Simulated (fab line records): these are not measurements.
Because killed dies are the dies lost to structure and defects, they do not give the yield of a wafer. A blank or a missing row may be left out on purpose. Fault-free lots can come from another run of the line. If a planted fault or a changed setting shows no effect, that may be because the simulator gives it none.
Which of the tools did it? + flow gf180mcu + 7 lots, 21 wafers sampled, at 1 step of a route of 602

== WHAT THE GAUGES SHOWED, per wafer ==
GF_V3_OVL_MEAS_15.
| lot  | measured     | on         | V3_OVL (nm) |
|------|--------------|------------|-------------|
| L118 | day 23 02:17 | overlay-02 | 1 -16 -8    |
| L121 | day 24 05:10 | overlay-01 | 2 0 1       |
| L123 | day 25 04:16 | overlay-01 | 3 9 -1      |
| L131 | day 27 15:00 | overlay-01 | 5 -12 1     |
| L133 | day 28 03:43 | overlay-01 | 4 -1 -2     |
| L135 | day 28 14:13 | overlay-02 | 2 -5 4      |
| L137 | day 29 06:47 | overlay-02 | -9 -4 1     |

== WHICH TOOL RAN EACH LOT (tool, then ch and the chambers of the sampled wafers, then the start) ==
The record shows no process step preceding these readings.

== THE ANSWER, worked out from the rows above alone ==
Rule: what is usual is taken from the lots themselves. Put in order of their means at a reading, lots are off if they are a third of the lots or fewer, leave a main group of 4 or more, and stand apart from it by a gap of 3 or more times the standard deviation of the main group's means; of several such gaps the widest counts. A main group is skipped when, at the precision printed for the reading in the tables above, its means are all equal. A lot without any number at a reading at which 4 lots or more have one is off too. The other lots that the step has rows for count as sound.
Nothing can be told from this: no lot is off at any reading shown.

== WHAT THE SIMULATOR HAD PUT IN ==
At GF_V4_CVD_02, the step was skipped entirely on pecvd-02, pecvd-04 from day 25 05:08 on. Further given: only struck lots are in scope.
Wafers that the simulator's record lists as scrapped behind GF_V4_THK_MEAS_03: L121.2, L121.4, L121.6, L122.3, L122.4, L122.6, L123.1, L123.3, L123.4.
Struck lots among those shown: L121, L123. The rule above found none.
